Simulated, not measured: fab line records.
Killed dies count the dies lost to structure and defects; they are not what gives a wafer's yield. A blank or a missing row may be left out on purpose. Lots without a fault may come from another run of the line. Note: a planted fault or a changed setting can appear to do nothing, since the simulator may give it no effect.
The tool behind it: which one? | flow gf180mcu | 13 lots, 39 wafers sampled, at 4 steps of a route of 602

## WHAT THE GAUGES SHOWED, per wafer
GF_M4_THK_MEAS_06: measures by xrf. Usual: M4_ALCU_THK gives 450 nm (standard deviation 5.7).
lot  | measured     | on           | M4_ALCU_THK (nm) | flag
L191 | day 22 19:08 | filmMetro-01 | 453 451 453      | 
L193 | day 23 17:19 | filmMetro-01 | 449 446 456      | 
L194 | day 23 23:58 | filmMetro-02 | 448 457 448      | 
L199 | day 25 18:25 | filmMetro-03 | 457 455 455      | 
L201 | day 26 13:44 | filmMetro-02 | 434 442 433      | 
L203 | day 26 21:44 | filmMetro-02 | 446 456 453      | 
L204 | day 27 07:41 | filmMetro-01 | 456 448 446      | 
L205 | day 27 12:47 | filmMetro-01 | 443 446 447      | 
L206 | day 27 17:02 | filmMetro-01 | 449 442 448      | 
L207 | day 28 03:05 | filmMetro-03 | 452 444 453      | 
L211 | day 29 07:08 | filmMetro-01 | 448 455 454      | 
L212 | day 29 09:27 | filmMetro-01 | 443 444 455      | 
L213 | day 29 23:29 | filmMetro-03 | 450 450 459      | 

GF_M4_CD_MEAS_14: target cd 280 nm. Usual: 280.1 nm for cdNm, sd 1.
lot  | measured     | on       | cdNm (nm)         | flag
L191 | day 23 17:42 | cdSem-02 | 278.3 278.3 278.7 | 
L193 | day 24 15:10 | cdSem-02 | 280.4 281.7 280.4 | 
L194 | day 24 22:04 | cdSem-02 | 280.0 280.7 280.1 | 
L199 | day 26 15:34 | cdSem-02 | 278.9 279.9 279.3 | 
L201 | day 27 10:33 | cdSem-02 | 282.4 281.2 281.6 | 
L203 | day 27 17:07 | cdSem-01 | 281.0 279.5 280.6 | 
L204 | day 28 03:14 | cdSem-02 | 280.3 281.2 280.6 | 
L205 | day 28 08:41 | cdSem-01 | 279.7 279.3 280.5 | 
L206 | day 28 12:31 | cdSem-02 | 280.4 279.7 278.5 | 
L207 | day 28 21:30 | cdSem-01 | 239.8 262.1 270.1 | OFF
L211 | day 30 00:59 | cdSem-02 | 280.2 280.4 279.5 | 
L212 | day 30 04:10 | cdSem-02 | 281.0 279.6 281.4 | 
L213 | day 30 16:59 | cdSem-02 | 279.8 279.4 278.7 | 

## WHAT TOOL EACH LOT RAN ON (gives the tool, then ch and the chambers of the sampled wafers, and finally the start)
lot  | GF_V3_CMP_26                  | GF_M4_EXPOSE_11
L191 | cmp-01 ch 0,2,3, day 22 18:29 | krfScanner-02 ch 0, day 23 06:34
L193 | cmp-01 ch 0,1,2, day 23 16:45 | krfScanner-01 ch 0, day 24 04:25
L194 | cmp-01 ch 1,3, day 23 23:18   | krfScanner-02 ch 0, day 24 11:23
L199 | cmp-01 ch 2,3, day 25 17:48   | krfScanner-02 ch 0, day 26 05:08
L201 | cmp-02 ch 1,2, day 26 13:05   | krfScanner-02 ch 0, day 27 00:35
L203 | cmp-01 ch 0,1,2, day 26 21:11 | krfScanner-01 ch 0, day 27 07:49
L204 | cmp-02 ch 1,2,3, day 27 07:05 | krfScanner-02 ch 0, day 27 17:24
L205 | cmp-01 ch 2,3, day 27 12:08   | krfScanner-01 ch 0, day 27 23:01
L206 | cmp-01 ch 2,3, day 27 16:25   | krfScanner-02 ch 0, day 28 03:11
L207 | cmp-01 ch 0,2,3, day 28 02:26 | krfScanner-02 ch 0, day 28 12:09
L211 | cmp-02 ch 0,2,3, day 29 06:29 | krfScanner-01 ch 0, day 29 16:21
L212 | cmp-02 ch 1,2, day 29 08:50   | krfScanner-01 ch 0, day 29 18:58
L213 | cmp-02 ch 0,1,2, day 29 22:50 | krfScanner-01 ch 0, day 30 08:23
- GF_V3_CMP_26: polishes, stops on SiO2, t overpolish 15 s, target thk 0 nm.
- GF_M4_EXPOSE_11: exposes mask Metal4, target cd 280 nm.

## WHAT THE TOOLS THEMSELVES READ (means of the sampled wafers that have a number; where no wafer has one, the mark that the record gives instead)
GF_V3_CMP_26. Usual: edgeZonePressureFrac 1.000, standard deviation 0.0051; motorCurrentA 11.6 A, standard deviation 1.1; overpolishRunS 15.000 s, standard deviation 0.0093; timeToEndpointS 89 s, standard deviation 4.9.
lot  | tool   | edgeZonePressureFrac | motorCurrentA (A) | overpolishRunS (s) | timeToEndpointS (s) | flag
L191 | cmp-01 | 1.001                | 11.4              | 15.000             | 89                  | 
L193 | cmp-01 | 0.996                | 11.2              | 14.996             | 84                  | 
L194 | cmp-01 | 0.999                | 12.1              | 15.002             | 95                  | 
L199 | cmp-01 | 1.008                | 10.7              | 14.997             | 97                  | 
L201 | cmp-02 | 1.003                | 10.8              | 15.005             | 88                  | 
L203 | cmp-01 | 1.003                | 11.0              | 15.007             | 85                  | 
L204 | cmp-02 | 0.999                | 11.4              | 14.993             | 85                  | 
L205 | cmp-01 | 1.000                | 11.7              | 14.995             | 95                  | 
L206 | cmp-01 | 0.999                | 10.3              | 15.002             | 93                  | 
L207 | cmp-01 | 1.001                | 11.4              | 15.002             | 91                  | 
L211 | cmp-02 | 0.996                | 11.9              | 15.005             | 91                  | 
L212 | cmp-02 | 1.004                | 11.1              | 14.993             | 87                  | 
L213 | cmp-02 | 0.998                | 11.4              | 14.994             | 93                  | 

GF_M4_EXPOSE_11. Usual: 22.99 C for reticleTempC, sd 0.12.
lot  | tool          | reticleTempC (C) | flag
L191 | krfScanner-02 | 22.92            | 
L193 | krfScanner-01 | 22.96            | 
L194 | krfScanner-02 | 23.04            | 
L199 | krfScanner-02 | 22.98            | 
L201 | krfScanner-02 | 23.07            | 
L203 | krfScanner-01 | 23.04            | 
L204 | krfScanner-02 | 22.98            | 
L205 | krfScanner-01 | 22.87            | 
L206 | krfScanner-02 | 22.92            | 
L207 | krfScanner-02 | 22.93            | 
L211 | krfScanner-01 | 23.12            | 
L212 | krfScanner-01 | 22.90            | 
L213 | krfScanner-01 | 23.02            | 

## THE ANSWER, worked out from the rows above alone
Rule: a lot counts as off when the mean over its wafers that have a number is more than 3 standard deviations away from the usual mean. Also off: a lot with no number at a reading for which 4 or more lots have one. Where the step has rows for the other lots, those lots are counted as sound. Order of review: gauges by route order, followed by the tools' own readings, for which a lot's mean as printed above is used. The first step at which some lot is off is used, and at that step the reading that is off furthest; a lot without a number counts as furthest.
Off at GF_M4_CD_MEAS_14 (cdNm): L207.
A tool fits if, at a process step before that reading, it ran every lot that is off, and no sound lot after the first of them. Gauges at GF_M4_CD_MEAS_14: tried the same way as those tools. Can't be told from this: 3 tools fit, cmp-01 at GF_V3_CMP_26, krfScanner-02 at GF_M4_EXPOSE_11, cdSem-01 at GF_M4_CD_MEAS_14.

## WHAT WAS PUT IN BY THE SIMULATOR
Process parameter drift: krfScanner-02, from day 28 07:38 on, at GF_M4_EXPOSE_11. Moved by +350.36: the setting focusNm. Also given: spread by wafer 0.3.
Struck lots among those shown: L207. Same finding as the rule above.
